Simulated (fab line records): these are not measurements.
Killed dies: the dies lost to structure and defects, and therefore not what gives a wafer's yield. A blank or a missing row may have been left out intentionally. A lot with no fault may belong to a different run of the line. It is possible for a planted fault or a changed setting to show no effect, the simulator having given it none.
fab line records	flow sky130
record: lots: 6	wafers: 18	lastDay: 50
route steps=708 shown SONOS_TUNNEL@166 SONOS_ONO@168 PAD_OPEN@708
lots that met no fault: taken from a fault-free run of the same line
startH: hours from the record's first day to the start of the lot's first wafer shown	waitH: hours since the lot's step before	" identical to the entry in the row above	L1.1+2: a row that stands for several wafers	- either no value or no given start	* or withheld: withheld	< > ~ a bound
route shown NAME@n: NAME is a module with steps in the file, n the number in the route of the first one	usual: mean/standard deviation of fault-free wafers	same: alike in all rows	chamber/n: place in a boat	sites: each site's reading	_std_site: the standard deviation of these	_edge_site: mean of outer sites minus mean of inner sites	radiusMm: how far each site lies from the wafer's centre	mask NAME#n: copy n	behind: the tool/chamber that last shaped the wafer	hold: reason for holding the lot/hours on hold/outcome of the hold	device: the n, p or np transistor that did not switch	end of line: tests run on the same wafers once the route is complete	step lacking rows: just its recipe	killed: the dies lost at the first sort to structure and to defects; this is not the yield of the wafer	map: a wafer's dies, x killed, . not, _ none there
set.NAME: setting as actually run; set.NAME@STEP: the setting as run at that earlier step	model.NAME: the simulator's own value behind a step, which no gauge read
a table for each step, a row for each wafer; lots at some steps of the route
services: from which hour (startH, from the record's first day; less than 0 if before it) a tool's chamber was out of use, for how many hours, and why
== steps ==
step: SKY_SONOS_TUNNEL_TW_MEAS_12
usual: SONOS_TUNNEL_TW: 196.0/1.8
lot.wafer	tool	chamber	startH	waitH	SONOS_TUNNEL_TW
L734.1	filmMetro-01	-	255.44	0.0	194.3
L734.2	"	-	"	"	194.9
L734.4	"	-	"	"	194.5
L740.1	filmMetro-03	-	307.08	0.0	199.4
L740.2	"	-	"	"	200.6
L740.5	"	-	"	"	199.3
L751.2	filmMetro-02	-	391.38	0.0	193.8
L751.3	"	-	"	"	195.1
L751.5	"	-	"	"	195.0
L752.1	filmMetro-01	-	401.32	0.0	195.7
L752.3	"	-	"	"	195.1
L752.5	"	-	"	"	195.4
L754.4	filmMetro-01	-	407.14	0.0	196.1
L754.5	"	-	"	"	195.2
L754.6	"	-	"	"	195.4
L755.3	filmMetro-01	-	419.65	0.0	194.7
L755.4	"	-	"	"	194.4
L755.6	"	-	"	"	195.1
step: SKY_SONOS_TUNNEL_CLEAN_13
recipe: chemistry: dHF	timeS: 20	dilution: 100:1	dry: ipaMarangoni
step: SKY_SONOS_ONO_OXIDATION_00
recipe: tempC: 800	ambient: O2	idleTempC: 700	rampUpCPerMin: 10	rampDownCPerMin: 3	stabiliseS: 600	purgeS: 300	targetThkA: 26	oxTimeS: 1249
step: SKY_SONOS_ONO_THK_MEAS_01
recipe: reads: SiO2_of_SONOS_ONO_OXIDATION_00
usual: SONOS_ONO_OXIDATION_THK: 2.58/0.051
lot.wafer	tool	chamber	startH	waitH	SONOS_ONO_OXIDATION_THK[nm]
L734.1	filmMetro-02	-	258.76	0.0	2.58
L734.2	"	-	"	"	2.54
L734.4	"	-	"	"	2.61
L740.1	filmMetro-04	-	308.50	0.0	2.60
L740.2	"	-	"	"	2.64
L740.5	"	-	"	"	2.57
L751.2	filmMetro-02	-	393.56	0.0	2.49
L751.3	"	-	"	"	2.59
L751.5	"	-	"	"	2.57
L752.1	filmMetro-03	-	402.75	0.0	2.55
L752.3	"	-	"	"	2.57
L752.5	"	-	"	"	2.54
L754.4	filmMetro-02	-	409.51	0.0	2.60
L754.5	"	-	"	"	2.51
L754.6	"	-	"	"	2.52
L755.3	filmMetro-02	-	421.07	0.0	2.46
L755.4	"	-	"	"	2.59
L755.6	"	-	"	"	2.52
step: SKY_SONOS_ONO_CVD_02
recipe: material: Si3N4	precursor: DCS/NH3	targetThkNm: 10.5	tempC: 770	timeS: 180	pressureMtorr: 250
step: SKY_SONOS_ONO_THK_MEAS_03
recipe: reads: Si3N4_of_SONOS_ONO_CVD_02
usual: SONOS_ONO_CVD_02_THK: 10.56/0.14
lot.wafer	tool	chamber	startH	waitH	SONOS_ONO_CVD_02_THK[nm]
L734.1	filmMetro-02	-	262.75	0.0	10.64
L734.2	"	-	"	"	10.65
L734.4	"	-	"	"	10.56
L740.1	filmMetro-02	-	313.90	0.0	10.54
L740.2	"	-	"	"	10.49
L740.5	"	-	"	"	10.51
L751.2	filmMetro-02	-	396.00	0.0	10.49
L751.3	"	-	"	"	10.51
L751.5	"	-	"	"	10.30
L752.1	filmMetro-02	-	407.40	0.0	10.67
L752.3	"	-	"	"	10.49
L752.5	"	-	"	"	10.55
L754.4	filmMetro-04	-	412.98	0.0	10.70
L754.5	"	-	"	"	10.62
L754.6	"	-	"	"	10.81
L755.3	filmMetro-03	-	434.76	0.0	10.57
L755.4	"	-	"	"	10.45
L755.6	"	-	"	"	10.55
step: SKY_SONOS_ONO_CVD_04
recipe: material: SiO2	precursor: SiH4/N2O	targetThkNm: 5.7199	tempC: 900	pressureMtorr: 400
step: SKY_SONOS_ONO_THK_MEAS_05
recipe: reads: SiO2_of_SONOS_ONO_CVD_04
usual: SONOS_ONO_CVD_04_THK: 5.68/0.1
lot.wafer	tool	chamber	startH	waitH	SONOS_ONO_CVD_04_THK[nm]
L734.1	filmMetro-03	-	264.69	0.0	5.65
L734.2	"	-	"	"	5.60
L734.4	"	-	"	"	5.64
L740.1	filmMetro-04	-	315.21	0.0	5.77
L740.2	"	-	"	"	5.78
L740.5	"	-	"	"	5.90
L751.2	filmMetro-03	-	397.31	0.0	5.70
L751.3	"	-	"	"	5.51
L751.5	"	-	"	"	5.71
L752.1	filmMetro-02	-	408.71	0.0	5.69
L752.3	"	-	"	"	5.61
L752.5	"	-	"	"	5.64
L754.4	filmMetro-03	-	414.29	0.0	5.55
L754.5	"	-	"	"	5.63
L754.6	"	-	"	"	5.55
L755.3	filmMetro-03	-	436.07	0.0	5.57
L755.4	"	-	"	"	5.56
L755.6	"	-	"	"	5.62
step: SKY_SONOS_ONO_DEHYDRATE_06
recipe: tempC: 200	timeS: 60
step: SKY_SONOS_ONO_HMDS_07
recipe: primeTimeS: 60	primeTempC: 120
step: SKY_SONOS_ONO_COAT_08
recipe: resist: NOVOLAK	spinRpm: 3000	resistThkNm: 1140
step: SKY_SONOS_ONO_SOFTBAKE_09
recipe: tempC: 90	timeS: 60	resist: NOVOLAK
step: SKY_SONOS_ONO_EXPOSE_10
recipe: maskId: ONOM	targetCdNm: 410	na: 0.6	sourceShape: conventional	sigmaOuter: 0.6	doseMj: 150
usual: exposureDoseMJCm2: 149.18/0.16
same: sigmaOuter: 0.6
lot.wafer	tool	chamber	startH	waitH	mask	exposureDoseMJCm2
L734.1	ilineStepper-01	0	276.56	-	ONOM#0	149.58
L734.2	"	0	"	"	ONOM#0	149.34
L734.4	"	0	"	"	ONOM#0	149.35
L740.1	ilineStepper-02	0	328.42	-	ONOM#0	149.05
L740.2	"	0	"	"	ONOM#0	149.06
L740.5	"	0	"	"	ONOM#0	149.05
L751.2	ilineStepper-02	0	411.84	-	ONOM#0	166.21
L751.3	"	0	"	"	ONOM#0	166.37
L751.5	"	0	"	"	ONOM#0	166.52
L752.1	ilineStepper-02	0	422.91	-	ONOM#0	166.18
L752.3	"	0	"	"	ONOM#0	166.28
L752.5	"	0	"	"	ONOM#0	166.12
L754.4	ilineStepper-01	0	430.22	-	ONOM#0	148.92
L754.5	"	0	"	"	ONOM#0	149.11
L754.6	"	0	"	"	ONOM#0	149.20
L755.3	ilineStepper-01	0	450.80	-	ONOM#0	149.02
L755.4	"	0	"	"	ONOM#0	149.21
L755.6	"	0	"	"	ONOM#0	149.10
step: SKY_SONOS_ONO_PEB_11
recipe: tempC: withheld	timeS: *	resist: NOVOLAK
step: SKY_SONOS_ONO_DEVELOP_12
recipe: developTimeS: 60	devTempC: 22.52
lot.wafer	tool	chamber	startH	waitH	model.SONOS_ONO.cdNm
L734.1	lithoTrack-01	0	287.57	0.1	411.8
L734.2	"	0	"	"	410.9
L734.4	"	0	"	"	409.1
L740.1	lithoTrack-04	0	340.26	0.1	409.7
L740.2	"	0	"	"	410.1
L740.5	"	0	"	"	408.6
L751.2	lithoTrack-03	0	426.68	0.1	381.1
L751.3	"	0	"	"	382.8
L751.5	"	0	"	"	381.2
L752.1	lithoTrack-01	0	437.82	0.1	384.9
L752.3	"	0	"	"	382.8
L752.5	"	0	"	"	384.5
L754.4	lithoTrack-03	0	444.08	0.1	408.6
L754.5	"	0	"	"	409.5
L754.6	"	0	"	"	410
L755.3	lithoTrack-04	0	465.31	0.1	407.7
L755.4	"	0	"	"	409.5
L755.6	"	0	"	"	407.2
step: SKY_SONOS_ONO_CD_MEAS_13
recipe: targetCdNm: 410
usual: cdNm: 410.8/2.1
lot.wafer	tool	chamber	startH	waitH	hold	cdNm
L734.1	cdSem-02	-	287.72	0.1	-	412.1
L734.2	"	-	"	"	-	410.9
L734.4	"	-	"	"	-	409.3
L740.1	cdSem-02	-	340.41	0.1	-	409.8
L740.2	"	-	"	"	-	410.1
L740.5	"	-	"	"	-	408.5
L751.2	cdSem-02	-	426.83	0.1	awaitDispo/0.2h/release	381.1
L751.3	"	-	"	"	awaitDispo/0.2h/release	383.1
L751.5	"	-	"	"	awaitDispo/0.2h/release	381.3
L751.2	cdSem-02	-	427.26	0.4	-	380.9
L751.3	"	-	"	"	-	383.1
L751.5	"	-	"	"	-	381.3
L752.1	cdSem-02	-	437.97	0.1	awaitDispo/0.2h/release	385.0
L752.3	"	-	"	"	awaitDispo/0.2h/release	383.0
L752.5	"	-	"	"	awaitDispo/0.2h/release	384.5
L752.1	cdSem-02	-	438.25	0.3	-	385.1
L752.3	"	-	"	"	-	382.6
L752.5	"	-	"	"	-	384.9
L754.4	cdSem-01	-	444.22	0.1	-	408.6
L754.5	"	-	"	"	-	409.2
L754.6	"	-	"	"	-	410.0
L755.3	cdSem-02	-	465.45	0.1	-	407.8
L755.4	"	-	"	"	-	409.5
L755.6	"	-	"	"	-	407.0
step: SKY_SONOS_ONO_OVL_MEAS_14
usual: SONOS_ONO_OVL: 0.6/1.3
lot.wafer	tool	chamber	startH	waitH	hold	SONOS_ONO_OVL[nm]
L734.1	overlay-02	-	287.84	0.1	-	2.0
L734.2	"	-	"	"	-	0.6
L734.4	"	-	"	"	-	0.7
L740.1	overlay-02	-	340.53	0.1	-	-0.5
L740.2	"	-	"	"	-	-1.8
L740.5	"	-	"	"	-	0.4
L751.2	overlay-01	-	430.81	3.5	awaitDispo/3.4h/release	-2.9
L751.3	"	-	"	"	awaitDispo/3.4h/release	-1.3
L751.5	"	-	"	"	awaitDispo/3.4h/release	-2.1
L752.1	overlay-01	-	442.43	4.2	awaitDispo/4.1h/release	1.5
L752.3	"	-	"	"	awaitDispo/4.1h/release	1.4
L752.5	"	-	"	"	awaitDispo/4.1h/release	2.5
L754.4	overlay-02	-	444.33	0.1	-	1.9
L754.5	"	-	"	"	-	1.1
L754.6	"	-	"	"	-	-0.3
L755.3	overlay-02	-	465.54	0.1	-	1.1
L755.4	"	-	"	"	-	1.5
L755.6	"	-	"	"	-	1.7
step: SKY_SONOS_ONO_ETCH_15
recipe: targetDepthNm: 19.52	chemistry: CHF3/O2	sourceW: 600	biasW: 200	pressureMtorr: 40	chf3FlowSccm: 50	O2_flow_sccm: 5	timeS: 7.8
usual: drypumpMotorCurrentA: 5.8/0.47	oesProductAu: 0.997/0.017	throttleValvePct: 8.824/0.0097
same: timeS: 7.8
lot.wafer	tool	chamber	startH	waitH	drypumpMotorCurrentA	oesProductAu	rfHoursCounterH	throttleValvePct	model.SONOS_ONO.cdNm
L734.1	rieDiel-04	2	287.87	0.0	4.8	1.011	43	8.822	411.9
L734.2	"	1	"	"	5.3	0.977	58	8.820	411.2
L734.4	"	3	"	"	5.2	0.989	44	8.825	409
L740.1	rieDiel-03	3	340.56	0.0	5.6	0.968	1	8.806	410.1
L740.2	"	0	"	"	6.5	1.016	2	8.821	410.1
L740.5	"	0	"	"	6.5	1.019	-	8.817	408.6
L751.2	rieDiel-04	3	430.84	0.0	5.3	0.999	47	8.832	380.9
L751.3	"	2	"	"	4.8	1.009	46	8.824	382.7
L751.5	"	0	"	"	5.7	0.994	-	8.823	381.4
L752.1	rieDiel-04	1	442.47	0.0	5.3	0.990	60	8.838	385.3
L752.3	"	2	"	"	4.8	1.011	46	8.834	382.7
L752.5	"	0	"	"	5.7	1.000	-	8.816	384.6
L754.4	rieDiel-03	2	444.35	0.0	6.1	0.989	15	8.827	408.4
L754.5	"	3	"	"	5.6	0.986	-	8.822	409.9
L754.6	"	0	"	"	6.6	1.025	-	8.844	410.1
L755.3	rieDiel-03	1	465.56	0.0	5.7	1.026	6	8.828	408
L755.4	"	2	"	"	6.0	0.995	15	8.821	409.2
L755.6	"	3	"	"	5.7	0.980	-	8.801	407.4
step: SKY_SONOS_ONO_WET_ETCH_16
recipe: chemistry: dHF	targetDepthNm: 14	dry: n2Spin	target: SiO2	dilution: 100:1	tempC: 25	timeS: 280
step: SKY_PAD_OPEN_PROBE_99
usual: killed_at_M0_to_M3: 43/7.5	killed_at_M4_up: 2.8/1.8	killedAtContacts: 24/5.3	killedAtFrontEnd: 14/4.2	killedAtOther: 0.3/0.54	killedDies: 84/9.4	killedOpen: 46/7.1	killedShort: 38/6.6
same: grossDies: 492	killedAtBackSide: 0
lot.wafer	tool	chamber	startH	waitH	killed_at_M0_to_M3	killed_at_M4_up	killedAtContacts	killedAtFrontEnd	killedAtOther	killedDies	killedOpen	killedShort
L751.2	prober-01	-	1172.35	0.1	45	2	24	21	0	92	49	40
L751.3	prober-01	-	1172.40	0.2	47	2	19	11	1	80	42	36
killed by level:class
L751.2 VIA1:geometricParticle:open=14 CONTACT:geometricParticle:open=10 VIA2:geometricParticle:open=8 SPACER:geometricParticle:short=6 CONTACT:geometricParticle:short=6 METAL2:geometricParticle:short=6 LI_CONTACT:geometricParticle:open=5 METAL1:geometricParticle:short=5
L751.3 VIA1:geometricParticle:open=8 CONTACT:geometricParticle:open=7 VIA2:geometricParticle:open=7 LI_CONTACT:geometricParticle:open=6 METAL2:geometricParticle:short=6 METAL1:geometricParticle:short=5 VIA2:geometricParticle:short=5 METAL1:geometricParticle:open=4
== services ==
tool	chamber	startH	hours	kind
rieDiel-03	0	257.88	2.8	repair
rieDiel-03	3	260.68	-	clean
rieDiel-03	3	260.68	26.0	scheduledDown
rieDiel-03	3	260.68	26.0	ventCycle
rieDiel-04	0	261.32	8.1	repair
ilineStepper-01	0	268.97	-	calibration
ilineStepper-01	-	277.84	1.7	pm
ilineStepper-01	-	293.98	4.4	pm
lithoTrack-01	-	315.16	-	consumableReplace:filter
rieDiel-03	-	328.43	4.0	pm
ilineStepper-01	-	347.64	13.0	repair
lithoTrack-01	-	358.21	-	consumableReplace:filter
ilineStepper-02	-	404.13	1.7	pm
ilineStepper-02	0	407.41	-	calibration
rieDiel-03	0	423.26	9.1	repair
== key ==
firstSign: step: SKY_SONOS_ONO_EXPOSE_10	reading: exposureDoseMJCm2	direction: up	sigmas: 99+	usual: *	struck: *
effect: step: SKY_SONOS_ONO_CD_MEAS_13	reading: visit	direction: added
effect: step: SKY_SONOS_ONO_CD_MEAS_13	reading: cdNm	direction: down	sigmas: 14	usual: 410.8	struck: 383.0
modelEffect: step: SKY_SONOS_ONO_DEVELOP_12	value: SONOS_ONO.cdNm	without: 413.4	struck: 382.9
modelEffect: step: SKY_SONOS_ONO_ETCH_15	value: SONOS_ONO.cdNm	without: 413.4	struck: 382.9
metAt SKY_SONOS_ONO_EXPOSE_10
struckWafers L751.2,L751.3,L751.5,L752.1,L752.3,L752.5
testerLeftOut L751,L752
onsetBetween 328.42 411.84
fault: kind: processParameterDrift	tool: ilineStepper-02	chamber: -	onsetH: 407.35	steps: SKY_SONOS_ONO_EXPOSE_10	channel: doseMj	offset: 17.046	shape: step	actsIn: theseRecipesOnly	stated: 150
testerLeftOut: of these lots the tester's yield and bins aren't shown, on N5 and GAA mostly nor the transistor test; their killed dies are dies lost to structure and defects alone, not to doping, threshold or leakage, so they don't give the yield
